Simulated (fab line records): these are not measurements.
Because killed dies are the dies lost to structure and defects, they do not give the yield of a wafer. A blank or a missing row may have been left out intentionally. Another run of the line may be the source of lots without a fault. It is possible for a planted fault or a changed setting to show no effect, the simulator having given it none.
fab line records	flow sky130
[record] lots = 5	wafers = 15	last_day = 50
route steps=708 shown METAL1@436 PAD_OPEN@708
lots that met no fault: from a run of the same line without faults
start_h: hours from the record's first day to the start of the lot's first wafer shown	wait_h: hours elapsed since this lot's preceding step	" as in the row above	L1.1+2: one row covering several wafers at once	- no value present, or no start provided	* or withheld: withheld	< > ~ a bound
route shown NAME@n: names a module that has steps shown in the file, with the first one's number in the route	usual: mean/standard deviation of fault-free wafers	same: alike in all rows	chamber/n: place in a boat	sites: readings site by site	_std_site: their standard deviation	_edge_site: inner sites' mean taken away from outer sites' mean	radius_mm: how far each site lies from the wafer's centre	mask NAME#n: copy n	behind: the most recent tool/chamber to have shaped the wafer	hold: cause of the lot's hold/its duration in hours/its outcome	device: the transistor (n, p or np) that didn't switch	end of line: at the end of the route, the tests of the same wafers	for a step that has no rows: nothing shown but its recipe	killed: not the wafer's yield, but the dies lost to structure and defects at the first sort	map: dies across one wafer; x = killed, . = not, _ = none there
set.NAME: the run value of the setting; set.NAME@STEP: its run value at that earlier step	model.NAME: the simulator's own value behind a step, which no gauge read
certain route steps with their lots: each step a table, each wafer a row
services: from which hour (start_h, from the record's first day; less than 0 if before it) a tool's chamber was out of use, for how many hours, and why
[[steps]]
[step SKY_METAL1_SPUTTER_02]
[recipe] material = AlCu	target_thk_nm = 250	power_w = 10600	time_s = 13.3	chamber_pressure_pa = 0.4
[usual] throttle_valve_pct = 29.8/1.1
[same] time_s = 13.3
lot.wafer	tool	chamber	start_h	wait_h	throttle_valve_pct
L180.1	pvd_sputter-02	-	744.85	0.0	29.1
L180.4	"	-	"	"	29.2
L180.6	"	-	"	"	30.1
L181.1	pvd_sputter-04	-	748.05	0.0	30.0
L181.2	"	-	"	"	29.6
L181.4	"	-	"	"	29.2
L186.2	pvd_sputter-03	-	792.04	0.0	30.0
L186.3	"	-	"	"	30.3
L186.4	"	-	"	"	31.4
L196.1	pvd_sputter-03	-	870.89	0.0	30.3
L196.3	"	-	"	"	31.2
L196.6	"	-	"	"	30.1
L202.2	pvd_sputter-02	-	911.87	0.0	31.4
L202.3	"	-	"	"	28.0
L202.6	"	-	"	"	28.1
[step SKY_METAL1_SPUTTER_03]
[recipe] material = Ti	target_thk_nm = 5	power_w = 3000	time_s = 3.3	chamber_pressure_pa = 0.4
[usual] throttle_valve_pct = 29.8/1.1
[same] time_s = 3.3
lot.wafer	tool	chamber	start_h	wait_h	throttle_valve_pct
L180.1	pvd_sputter-02	-	744.87	0.0	29.3
L180.4	"	-	"	"	29.4
L180.6	"	-	"	"	29.7
L181.1	pvd_sputter-04	-	748.08	0.0	29.9
L181.2	"	-	"	"	29.3
L181.4	"	-	"	"	29.2
L186.2	pvd_sputter-03	-	792.07	0.0	30.2
L186.3	"	-	"	"	30.5
L186.4	"	-	"	"	31.3
L196.1	pvd_sputter-03	-	870.91	0.0	30.2
L196.3	"	-	"	"	31.1
L196.6	"	-	"	"	30.2
L202.2	pvd_sputter-02	-	911.90	0.0	31.1
L202.3	"	-	"	"	27.8
L202.6	"	-	"	"	27.9
[step SKY_METAL1_SPUTTER_04]
[recipe] material = TiN	target_thk_nm = 70	power_w = 6500	time_s = 58.3	chamber_pressure_pa = 0.4
[usual] throttle_valve_pct = 29.8/1.1
[same] time_s = 58.3
lot.wafer	tool	chamber	start_h	wait_h	throttle_valve_pct
L180.1	pvd_sputter-02	-	744.89	0.0	29.5
L180.4	"	-	"	"	29.2
L180.6	"	-	"	"	30.0
L181.1	pvd_sputter-04	-	748.09	0.0	30.0
L181.2	"	-	"	"	29.5
L181.4	"	-	"	"	29.1
L186.2	pvd_sputter-03	-	792.09	0.0	30.0
L186.3	"	-	"	"	30.1
L186.4	"	-	"	"	31.2
L196.1	pvd_sputter-03	-	870.93	0.0	29.9
L196.3	"	-	"	"	31.6
L196.6	"	-	"	"	29.9
L202.2	pvd_sputter-02	-	911.91	0.0	31.2
L202.3	"	-	"	"	28.1
L202.6	"	-	"	"	27.7
[step SKY_METAL1_RS_MEAS_05]
[recipe] thk_meas_gauge = four-point-probe	reads = TiN_of_METAL1_SPUTTER_04+Ti_of_METAL1_SPUTTER_03+AlCu_of_METAL1_SPUTTER_02+TiN_of_METAL1_SPUTTER_01+Ti_of_METAL1_SPUTTER_00
[usual] METAL1_ALCU_RS = 0.1272/0.0014
lot.wafer	tool	chamber	start_h	wait_h	METAL1_ALCU_RS[ohm/sq]
L180.1	film_metro-01	-	744.94	0.0	0.1261
L180.4	"	-	"	"	0.1249
L180.6	"	-	"	"	0.1251
L181.1	film_metro-03	-	748.14	0.0	0.1248
L181.2	"	-	"	"	0.1257
L181.4	"	-	"	"	0.1258
L186.2	film_metro-03	-	792.15	0.0	0.1277
L186.3	"	-	"	"	0.1279
L186.4	"	-	"	"	0.1289
L196.1	film_metro-02	-	870.98	0.0	0.1292
L196.3	"	-	"	"	0.1281
L196.6	"	-	"	"	0.1287
L202.2	film_metro-01	-	911.98	0.0	0.1276
L202.3	"	-	"	"	0.1270
L202.6	"	-	"	"	0.1265
[step SKY_METAL1_THK_MEAS_06]
[recipe] thk_meas_gauge = xrf	reads = AlCu_of_METAL1_SPUTTER_02
[usual] METAL1_ALCU_THK = 245.4/2.6
lot.wafer	tool	chamber	start_h	wait_h	METAL1_ALCU_THK[nm]
L180.1	film_metro-01	-	745.06	0.1	244.1
L180.4	"	-	"	"	246.5
L180.6	"	-	"	"	247.7
L181.1	film_metro-03	-	748.26	0.1	250.1
L181.2	"	-	"	"	248.4
L181.4	"	-	"	"	248.2
L186.2	film_metro-03	-	792.26	0.1	244.2
L186.3	"	-	"	"	245.7
L186.4	"	-	"	"	243.2
L196.1	film_metro-02	-	871.10	0.1	241.7
L196.3	"	-	"	"	244.0
L196.6	"	-	"	"	244.0
L202.2	film_metro-01	-	912.09	0.1	246.8
L202.3	"	-	"	"	244.2
L202.6	"	-	"	"	244.9
[step SKY_METAL1_DEHYDRATE_07]
[recipe] temp_c = 200	time_s = 60
[step SKY_METAL1_HMDS_08]
[recipe] prime_time_s = 60	prime_temp_c = 120
[step SKY_METAL1_COAT_09]
[recipe] resist = BARC	temp_c = withheld	time_s = withheld	spin_rpm = 3000	resist_thk_nm = 60
[step SKY_METAL1_COAT_10]
[recipe] resist = KrF-thick	spin_rpm = 3000	resist_thk_nm = 450
[step SKY_METAL1_SOFTBAKE_11]
[recipe] temp_c = 100	time_s = 90	resist = KrF-thick
[step SKY_METAL1_EXPOSE_12]
[recipe] mask_id = MM1	na = 0.8	source_shape = annular	sigma_inner = 0.55	sigma_outer = 0.85	target_cd_nm = 140	dose_mj = 28
[step SKY_METAL1_PEB_13]
[recipe] peb_temp_c = withheld	peb_time_s = withheld	resist = KrF-thick
[step SKY_METAL1_DEVELOP_14]
[recipe] develop_time_s = 60	resist = KrF-thick	dev_temp_c = 21
lot.wafer	tool	chamber	start_h	wait_h
L180.1+4+6	litho_track-03	0	771	-
L181.1+2+4	litho_track-02	0	774	-
L186.2+3+4	litho_track-01	0	818	-
L196.1+3+6	litho_track-02	0	896	-
L202.2+3+6	litho_track-03	0	936	-
[step SKY_METAL1_CD_MEAS_15]
[recipe] target_cd_nm = 140
[usual] cd_nm = 139.8/1.6
lot.wafer	tool	chamber	start_h	wait_h	cd_nm
L180.1	cd_sem-01	-	771.95	-	138.5
L180.4	"	-	"	"	138.4
L180.6	"	-	"	"	138.3
L181.1	cd_sem-01	-	774.91	-	140.1
L181.2	"	-	"	"	140.8
L181.4	"	-	"	"	140.4
L186.2	cd_sem-01	-	818.88	-	139.6
L186.3	"	-	"	"	139.5
L186.4	"	-	"	"	138.8
L196.1	cd_sem-01	-	896.91	-	134.5
L196.3	"	-	"	"	139.3
L196.6	"	-	"	"	139.2
L202.2	cd_sem-01	-	936.69	-	137.6
L202.3	"	-	"	"	138.1
L202.6	"	-	"	"	138.6
[step SKY_METAL1_OVL_MEAS_16]
[usual] METAL1_OVL = 4/5.2
lot.wafer	tool	chamber	start_h	wait_h	METAL1_OVL[nm]
L180.1	overlay-01	-	772.07	0.1	5
L180.4	"	-	"	"	19
L180.6	"	-	"	"	19
L181.1	overlay-01	-	775.03	0.1	5
L181.2	"	-	"	"	-1
L181.4	"	-	"	"	2
L186.2	overlay-01	-	818.98	0.1	10
L186.3	"	-	"	"	7
L186.4	"	-	"	"	5
L196.1	overlay-01	-	897.03	0.1	6
L196.3	"	-	"	"	5
L196.6	"	-	"	"	1
L202.2	overlay-02	-	936.80	0.1	9
L202.3	"	-	"	"	7
L202.6	"	-	"	"	5
[step SKY_METAL1_DESCUM_17]
[recipe] chemistry = O2	source_power_w = 150	bias_power_w = 0	pressure_mtorr = 10	temp_c = 40	time_s = 8
[usual] drypump_motor_current_A = 5.61/0.19	he_backside_leak_sccm = 3.30/0.29	oes_product_au = 1.003/0.0087
[same] time_s = 8
lot.wafer	tool	chamber	start_h	wait_h	drypump_motor_current_A	he_backside_leak_sccm	oes_product_au	rf_hours_counter_h	model.METAL1.cd_nm
L180.1	rie_metal-04	0	772.11	0.0	5.91	3.08	0.997	4	137.9
L180.4	"	1	"	"	5.25	3.28	0.985	-	139.1
L180.6	"	0	"	"	5.86	3.05	0.995	-	138.4
L181.1	rie_metal-03	0	775.07	0.0	5.62	3.14	1.014	12	139.1
L181.2	"	1	"	"	5.64	3.19	1.002	12	141.2
L181.4	"	1	"	"	5.62	3.19	1.011	-	140.9
L186.2	rie_metal-01	0	819.01	0.0	5.65	3.23	1.014	8	140.1
L186.3	"	1	"	"	5.65	3.59	1.007	-	139.1
L186.4	"	0	"	"	5.65	3.34	1.014	-	139
L196.1	rie_metal-01	1	897.07	0.0	5.68	3.32	1.005	13	134.2
L196.3	"	0	"	"	5.63	3.40	1.004	-	139.2
L196.6	"	0	"	"	5.65	3.38	1.017	-	139.1
L202.2	rie_metal-04	1	936.83	0.0	5.22	2.93	0.979	9	137.9
L202.3	"	0	"	"	5.84	3.31	1.005	-	138
L202.6	"	1	"	"	5.23	3.09	0.986	-	138.9
[step SKY_METAL1_ETCH_18]
[recipe] chemistry = N2/H2	target = BARC	ion_energy_ev = 200	bias_w = 100	pressure_mtorr = 30	n2_flow_sccm = 100	h2_flow_sccm = 200	icp_w = 500	stop_on = SiO2	time_s = 45.9	target_depth_a = 600
[usual] drypump_motor_current_A = 5.61/0.19	he_backside_leak_sccm = 3.27/0.16	oes_product_au = 0.855/0.0042	throttle_valve_pct = 13.225/0.0095
[same] time_s = 45.9
lot.wafer	tool	chamber	start_h	wait_h	drypump_motor_current_A	he_backside_leak_sccm	oes_product_au	rf_hours_counter_h	throttle_valve_pct	model.METAL1.cd_nm
L180.1	rie_metal-04	0	772.14	0.0	5.85	3.14	0.852	4	13.225	136.6
L180.4	"	1	"	"	5.23	3.05	0.857	-	13.235	139.1
L180.6	"	0	"	"	5.88	3.29	0.854	-	13.224	137
L181.1	rie_metal-03	0	775.10	0.0	5.64	3.59	0.856	12	13.236	138.9
L181.2	"	1	"	"	5.64	4.01	0.847	12	13.225	141.9
L181.4	"	1	"	"	5.62	2.98	0.849	-	13.233	141.6
L186.2	rie_metal-01	0	819.05	0.0	5.65	3.25	0.853	8	13.221	140.6
L186.3	"	1	"	"	5.70	3.36	0.851	-	13.229	140.7
L186.4	"	0	"	"	5.65	3.24	0.857	-	13.215	139.6
L196.1	rie_metal-01	1	897.10	0.0	5.67	3.32	0.859	13	13.207	134.9
L196.3	"	0	"	"	5.66	3.15	0.857	-	13.237	138.7
L196.6	"	0	"	"	5.66	3.23	0.851	-	13.229	138.4
L202.2	rie_metal-04	1	936.86	0.0	5.23	3.06	0.861	9	13.226	137.9
L202.3	"	0	"	"	5.82	3.17	0.859	-	13.216	136.8
L202.6	"	1	"	"	5.23	3.15	0.861	-	13.218	138.9
[step SKY_METAL1_METAL_ETCH_19]
[recipe] target_depth_a = 3600	stop_on = SiO2	over_etch_frac = 0.3	time_s = 78	chemistry = Cl2/BCl3	resist_sidewall_deg = 88	pressure_mtorr = 10	icp_w = 900	bias_w = 48.5	Cl2_flow_sccm = 60	bcl3_flow_sccm = 30
[usual] drypump_motor_current_A = 5.60/0.19	he_backside_leak_sccm = 3.30/0.27	oes_product_au = 0.852/0.0054	throttle_valve_pct = 22.264/0.0089
[same] time_s = 78
lot.wafer	tool	chamber	start_h	wait_h	drypump_motor_current_A	he_backside_leak_sccm	oes_product_au	rf_hours_counter_h	throttle_valve_pct
L180.1	rie_metal-04	0	772.20	0.0	5.85	3.28	0.849	4	22.288
L180.4	"	1	"	"	5.27	3.28	0.857	-	22.258
L180.6	"	0	"	"	5.83	3.13	0.862	-	22.261
L181.1	rie_metal-03	0	775.16	0.0	5.61	3.53	0.856	12	22.256
L181.2	"	1	"	"	5.63	3.26	0.859	12	22.262
L181.4	"	1	"	"	5.64	3.32	0.862	-	22.268
L186.2	rie_metal-01	0	819.11	0.0	5.64	3.31	0.857	9	22.268
L186.3	"	1	"	"	5.68	3.46	0.848	-	22.274
L186.4	"	0	"	"	5.62	3.20	0.847	-	22.269
L196.1	rie_metal-01	1	897.16	0.0	5.68	3.40	0.845	13	22.266
L196.3	"	0	"	"	5.65	3.29	0.850	-	22.273
L196.6	"	0	"	"	5.67	3.28	0.850	-	22.270
L202.2	rie_metal-04	1	936.93	0.0	5.23	3.35	0.839	9	22.261
L202.3	"	0	"	"	5.84	3.08	0.850	-	22.273
L202.6	"	1	"	"	5.23	3.19	0.856	-	22.265
[step SKY_PAD_OPEN_PROBE_99]
[usual] defect_limited_yield = 82.4/2	killed_at_M0_to_M3 = 44/6.5	killed_at_M4_up = 3.3/1.7	killed_at_contacts = 25/5.3	killed_at_front_end = 15/5	killed_at_other = 0.2/0.47	killed_dies = 87/9.9	killed_open = 47/8	killed_short = 39/6.1	sort_bin_3_pad_short = 0.9/0.43	sort_bin_5_function = 10.4/1.5	sort_bin_6_memory = 6.2/1.2	sort_n_pass = 405/9.9	sort_yield_pct = 82.4/2
[same] gross_dies = 492	killed_at_back_side = 0	sort_bin_4_leakage[%] = 0	sort_bin_8_speed[%] = 0
lot.wafer	tool	chamber	start_h	wait_h	defect_limited_yield[%]	killed_at_M0_to_M3	killed_at_M4_up	killed_at_contacts	killed_at_front_end	killed_at_other	killed_dies	killed_open	killed_short	sort_bin_3_pad_short[%]	sort_bin_5_function[%]	sort_bin_6_memory[%]	sort_n_pass	sort_yield_pct[%]
L181.1	prober-01	-	1085.73	0.1	83.7	37	4	31	8	0	80	46	34	0.6	11.8	3.9	412	83.7
L181.2	prober-01	-	1085.78	0.1	84.6	37	3	21	14	1	76	35	41	0.8	9.6	5.1	416	84.6
L181.4	prober-01	-	1085.88	0.2	87.4	35	4	15	7	1	62	36	26	0.6	6.3	5.7	430	87.4
L186.3	prober-02	-	1116.51	0.2	77.0	52	6	37	18	0	113	73	40	0.6	13.8	8.5	379	77.0
L186.4	prober-02	-	1116.56	0.2	77.2	57	5	32	18	0	112	51	61	1.6	14.0	7.1	380	77.2
L196.1	prober-01	-	1173.12	0.1	81.9	44	3	27	15	0	89	52	37	0.6	10.8	6.7	403	81.9
L196.3	prober-01	-	1173.22	0.2	82.7	48	4	21	12	0	85	43	42	0.8	11.2	5.3	407	82.7
L196.6	prober-01	-	1173.37	0.2	83.3	40	5	27	10	0	82	41	41	1.4	9.1	6.1	410	83.3
// killed by level:class
L181.1 CONTACT:geometric_particle:open=14 LI_CONTACT:geometric_particle:open=8 VIA1:geometric_particle:open=7 METAL1:geometric_particle:short=6 CONTACT:geometric_particle:short=5 VIA2:geometric_particle:open=5 VIA3:geometric_particle:open=5 POLY_GATE:geometric_particle:short=4
L181.2 VIA1:geometric_particle:open=9 LI_CONTACT:geometric_particle:open=7 VIA3:geometric_particle:short=5 LOCAL_INTERCONNECT:geometric_particle:short=5 METAL1:geometric_particle:short=5 VIA1:geometric_particle:short=5 POLY_GATE:geometric_particle:short=4 VIA3:geometric_particle:open=4
L181.4 CONTACT:geometric_particle:open=8 VIA1:geometric_particle:open=7 VIA3:geometric_particle:open=6 METAL1:geometric_particle:short=5 VIA2:geometric_particle:open=5 POLY_GATE:geometric_particle:open=3 LI_CONTACT:geometric_particle:short=3 VIA1:geometric_particle:short=3
L186.3 CONTACT:geometric_particle:open=16 VIA1:geometric_particle:open=12 LI_CONTACT:geometric_particle:open=11 VIA3:geometric_particle:open=9 VIA1:geometric_particle:short=8 METAL1:geometric_particle:short=8 CONTACT:geometric_particle:short=5 VIA2:geometric_particle:open=5
L186.4 CONTACT:geometric_particle:open=10 CONTACT:geometric_particle:short=9 VIA1:geometric_particle:short=9 VIA1:geometric_particle:open=8 VIA3:geometric_particle:short=8 LI_CONTACT:geometric_particle:open=7 VIA2:geometric_particle:open=7 FIELD_ISO:geometric_particle:open=6
L196.1 CONTACT:geometric_particle:open=14 VIA1:geometric_particle:open=12 METAL1:geometric_particle:short=9 LI_CONTACT:geometric_particle:open=5 VIA3:geometric_particle:open=5 VIA1:geometric_particle:short=5 FIELD_ISO:geometric_particle:open=4 POLY_GATE:geometric_particle:open=4
L196.3 VIA1:geometric_particle:short=12 VIA1:geometric_particle:open=9 CONTACT:geometric_particle:open=7 VIA3:geometric_particle:open=7 METAL2:geometric_particle:short=6 LI_CONTACT:geometric_particle:open=5 FIELD_ISO:geometric_particle:open=4 CONTACT:geometric_particle:short=4
L196.6 CONTACT:geometric_particle:open=12 VIA2:geometric_particle:open=8 LI_CONTACT:geometric_particle:open=7 METAL1:geometric_particle:short=6 VIA1:geometric_particle:open=5 METAL2:geometric_particle:short=5 METAL4:geometric_particle:short=5 CONTACT:geometric_particle:short=4
[[services]]
tool	chamber	start_h	hours	kind
rie_metal-01	-	793.67	14.6	pm
pvd_sputter-03	-	802.66	5.0	repair
rie_metal-03	1	813.24	9.5	repair
pvd_sputter-02	-	826.13	1.9	repair
rie_metal-04	-	827.30	1.4	pm
rie_metal-03	1	868.59	-	clean
rie_metal-03	1	868.59	16.0	scheduled_down
rie_metal-03	1	868.59	16.0	vent_cycle
pvd_sputter-02	-	881.88	6.8	repair
rie_metal-03	0	890.63	-	clean
rie_metal-03	0	890.63	15.2	scheduled_down
rie_metal-03	0	890.63	15.2	vent_cycle
[[key]]
[first_sign] step = SKY_METAL1_CD_MEAS_15	reading = cd_nm	direction = down	sigmas = 3.3	usual = 139.8	struck = 134.5
effect none on later readings
[model_effect] step = SKY_METAL1_DESCUM_17	value = METAL1.cd_nm	without = 138	struck = 134.2
[model_effect] step = SKY_METAL1_ETCH_18	value = METAL1.cd_nm	without = 138.6	struck = 134.9
met_at SKY_METAL1_DEVELOP_14
struck_wafers L196.1
onset_between 774 896
[fault] kind = process_parameter_drift	tool = litho_track-02	chamber = -	onset_h = 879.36	steps = SKY_METAL1_DEVELOP_14	channel = develop_time_s	offset = *	shape = step	end_h = 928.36	scope = struck_wafers_only	acts_in = *	stated = *
